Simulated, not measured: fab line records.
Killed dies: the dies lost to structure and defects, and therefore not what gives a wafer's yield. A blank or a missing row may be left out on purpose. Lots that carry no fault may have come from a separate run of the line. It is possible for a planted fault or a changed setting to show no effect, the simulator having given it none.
8D (eight disciplines) problem report, filled in by code -- flow sky130 -- the parts of the form that need people (team, actions taken, sign-off) are left out

1. PROBLEM STATEMENT
Across 3 wafers from 2 lots, VIA1_HDPCVD_THK at SKY_VIA1_THK_MEAS_01 averages 523 nm, while fault-free wafers read 1029 nm with a standard deviation of 13. That is -39 standard deviations from the usual mean.
Earliest sighting: wafer L923.4 on film-metro-02 at day 37 22:18. At this step, 36 wafers from 12 lots have a number in the record. Rule for "out", or "out of limits": more than 4 standard deviations from the usual mean. Any other wafer with a number is counted as sound.

2. WHAT IT IS; WHAT IT IS NOT
question,is,is not
which readings at this step,VIA1_HDPCVD_THK,-
which lots,"L923, L925","L908, L909, L911, L912, L913, L915, L916, L919, L926, L930"
which wafers of those lots,"L923.4, L925.3, L925.6","L923.1, L923.6, L925.4"
read on which gauges,"film-metro-02, film-metro-03",film-metro-04
when,from day 37 22:18,"up to then (26 sound wafers); but 7 sound wafers of L925, L926, L930 came after"

3. WHAT RULES OUT EACH SUSPECT
Counting: a tool at a process step up to the reading stays a suspect if it ran every lot that is out. Sound lots after the first of them don't rule it out here, since some wafers of a struck lot are sound.
- the gauge at SKY_VIA1_THK_MEAS_01 is ruled out. Those wafers that are out were read across 2 gauges (film-metro-02, film-metro-03).
- rie-metal-02 at SKY_METAL1_ETCH_18 (etches BARC in N2/H2, stops on SiO2, time 45.9 s, target depth 60 nm): kept. Ran every lot that is out, first one L923 (day 37 21:26); last sound lot up to then L916 (day 35 20:23).
- hdpcvd-02 at SKY_VIA1_HDPCVD_00 (deposits SiO2, target thk 1030 nm, time 171.7 s): kept. Ran every lot that is out, first one L923 (day 37 22:11); last sound lot up to then L916 (day 35 21:08). Its own readings are out on those wafers: sih4-flow-sccm.
- The sound lot-mates ran in chamber 0 of rie-metal-02 at SKY_METAL1_ETCH_18, but the wafers that are out ran in chamber 1.
- The sound lot-mates ran in chamber 2 of hdpcvd-02 at SKY_VIA1_HDPCVD_00, but the wafers that are out ran in chamber 0.
What counting leaves: rie-metal-02 at SKY_METAL1_ETCH_18 and hdpcvd-02 at SKY_VIA1_HDPCVD_00.

4. THE CAUSE (what the simulator had put in)
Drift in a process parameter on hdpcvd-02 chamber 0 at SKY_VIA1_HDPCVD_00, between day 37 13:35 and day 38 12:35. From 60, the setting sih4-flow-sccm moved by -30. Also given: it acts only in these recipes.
After counting, 2 suspects remain, this tool included.

5. THE CHAIN OF EFFECTS, in route order
Each row: a reading whose mean over the struck wafers that have a number lies more than 3 standard deviations from the usual. Only readings whose record carries a usual standard deviation are examined. hours: median over the lots of the time between each lot's start at the first step of this table that gives one and its start at this step. sigmas: the change, counted in usual standard deviations.
hours,step,reading,usual,on struck wafers,change,sigmas
0,SKY_VIA1_HDPCVD_00,sih4-flow-sccm,60.02 sccm,30.05,-29.97,-99 or more
0,SKY_VIA1_THK_MEAS_01,VIA1_HDPCVD_THK,1029 nm,523,-506,-39
The process steps in it:
- SKY_VIA1_HDPCVD_00: deposits SiO2, target thk 1030 nm, time 171.7 s.
Later measuring or inspecting steps at which every struck wafer that the step has a row for has a number for every such reading, and none has moved that far: SKY_VIA1_CD_MEAS_12, SKY_VIA1_OVL_MEAS_13.

6. WHAT WOULD HAVE CAUGHT IT SOONER
9 hours passed between the start of the fault at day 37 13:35 and the first reading out of limits at a measuring or inspecting step in this record, taken at day 37 22:18.
Tool's own readings at SKY_VIA1_HDPCVD_00, sih4-flow-sccm: out on all struck wafers the step has rows for; an alarm limit on them would have tripped on the first.
L925, from the lots that are out (2), started SKY_VIA1_HDPCVD_00 on hdpcvd-02 later than day 37 22:18. A hold on the tool at that time would have spared it.
